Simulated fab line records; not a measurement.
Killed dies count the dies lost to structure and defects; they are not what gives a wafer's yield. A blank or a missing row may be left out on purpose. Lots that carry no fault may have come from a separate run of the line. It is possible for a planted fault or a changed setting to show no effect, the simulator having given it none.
Matching of chambers -- flow gf180mcu -- pecvd-02 running GF_MIM_CVD_05: 3 sister chambers
The step deposits Si3N4, target thk 42 nm, time 29.086 s. 6 wafers are shown with their chamber, then 11 later ones without.

== WAFERS PAIRED WITH THEIR CHAMBERS ==
wafer,chamber,heaterPowerW (W)
L083.4,2,571
L083.5,0,617
L084.1,2,662
L084.2,0,612
L084.4,1,614
L091.3,1,726

== WAFERS WITHOUT THEIR CHAMBER ==
wafer,heaterPowerW (W)
L091.4,637
L091.5,726
L094.2,631
L094.3,651
L094.4,642
L095.1,687
L095.3,663
L095.4,584
L096.1,652
L096.2,629
L096.6,614

== WHICH CHAMBER EACH WENT THROUGH ==
wafer,from the rows above,in truth
L091.4,can't be placed: 2 or 0 or 1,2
L091.5,can't be placed: 1 or 2 or 0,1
L094.2,can't be placed: 2 or 0 or 1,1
L094.3,can't be placed: 1 or 2 or 0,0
L094.4,can't be placed: 2 or 0 or 1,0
L095.1,can't be placed: 1 or 2 or 0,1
L095.3,can't be placed: 1 or 2 or 0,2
L095.4,can't be placed: 0 or 2 or 1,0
L096.1,can't be placed: 1 or 2 or 0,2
L096.2,can't be placed: 2 or 0 or 1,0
L096.6,can't be placed: 0 or 2 or 1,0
Placed correctly: 0 of 11. Not placeable from these rows: 11 (in 11, the candidates include the true chamber). Wrongly placed: 0.
How it was worked out, from the rows above alone: a wafer's distance from a chamber is the root of the sum, over the readings, of the square of ((its reading less the chamber's mean) divided by the reading's scatter). The wafer belongs to the nearest chamber; if the next one is less than 2 further off, it can't be placed. The mean given for a chamber averages the wafers shown for that chamber. How the scatter is found: for the shown wafers, subtract from each reading the mean of its chamber, square and add these, divide the total by (wafers less chambers), then take the root.
